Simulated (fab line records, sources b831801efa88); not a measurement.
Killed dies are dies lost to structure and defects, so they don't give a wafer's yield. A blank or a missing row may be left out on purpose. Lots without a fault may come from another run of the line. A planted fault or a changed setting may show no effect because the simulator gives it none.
Problem report in the 8D (eight disciplines) form, filled by code | flow gf180mcu | the parts of the form that need people (team, actions taken, sign-off) are left out

1. THE PROBLEM
run_length_s at GF_STI_ETCH_14 reads a mean of 123.0 s on 3 wafers of 3 lots; wafers without a fault read 131.3 s with a standard deviation of 0.34. That is -24 standard deviations from the usual mean.
The step: etches Si in HBr/Cl2/O2, target depth 360 nm, time 102.9 s.
First seen on wafer L438.3, day 3 13:21, on rie_si-01. The record holds 37 wafers of 13 lots with a number at this step. Rule for "out", or "out of limits": more than 4 standard deviations from the usual mean. The other wafers with a number count as sound.

2. WHAT IT IS AND WHAT IT IS NOT
question                    | is                     | is not
which readings at this step | run_length_s           | drypump_motor_current_A, oes_product_au, throttle_valve_pct
which lots                  | L438, L439, L440       | L431, L432, L433, L436, L437, L449, L450, L452, L453, L454
which wafers of those lots  | L438.3, L439.3, L440.1 | L438.2, L438.4, L439.5, L440.5
read on which tools         | rie_si-01              | rie_si-02
when                        | from day 3 13:21       | up to then (17 sound wafers); but 17 sound wafers of L439, L440, L449, L450, L452, L453, L454 came after

3. SUSPECTS, AND WHAT RULES EACH OUT
Counting: a tool at a process step up to the reading stays a suspect if it ran every lot that is out. Sound lots after the first of them don't rule it out here, since some wafers of a struck lot are sound.
- rie_si-01 at GF_STI_ETCH_14 (etches Si in HBr/Cl2/O2, target depth 360 nm, time 102.9 s): kept. It ran every lot that is out, first L438 (day 3 13:21); its last sound lot up to then is L437 (day 3 07:45). Its own readings are out on those wafers: run_length_s.
Left after counting: rie_si-01 at GF_STI_ETCH_14.

4. THE CAUSE (what the simulator had put in)
Process parameter drift: rie_si-01, from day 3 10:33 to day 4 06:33, at GF_STI_ETCH_14. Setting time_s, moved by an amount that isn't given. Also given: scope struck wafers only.
Counting left only this tool.

5. THE CHAIN OF EFFECTS, in route order
Each row: a reading whose mean over the struck wafers that have a number lies more than 3 standard deviations from the usual. Only readings for which the record gives a usual standard deviation are gone through. hours: the time from each lot's start at the first step in this table that gives one to its start at this step, as a median over the lots. sigmas: the change in usual standard deviations.
hours | step            | reading                  | usual   | on struck wafers | change | sigmas
0     | GF_STI_ETCH_14  | run_length_s             | 131.3 s | 123.0            | -8.3   | -24
0     | GF_STI_STRIP_15 | strip_time_to_endpoint_s | 3.72 s  | 3.84             | +0.12  | +3.2
The process steps in it:
- GF_STI_ETCH_14: etches Si in HBr/Cl2/O2, target depth 360 nm, time 102.9 s.
- GF_STI_STRIP_15: strips in O2/N2.
Later measuring or inspecting steps at which every struck wafer that the step has a row for has a number for every such reading, and none has moved that far: GF_M4_OVL_MEAS_15, GF_V4_THK_MEAS_01.

6. WHAT WOULD HAVE CAUGHT IT SOONER
In this record the first reading out of limits was taken at day 3 13:21, 3 hours after the fault began at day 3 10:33.
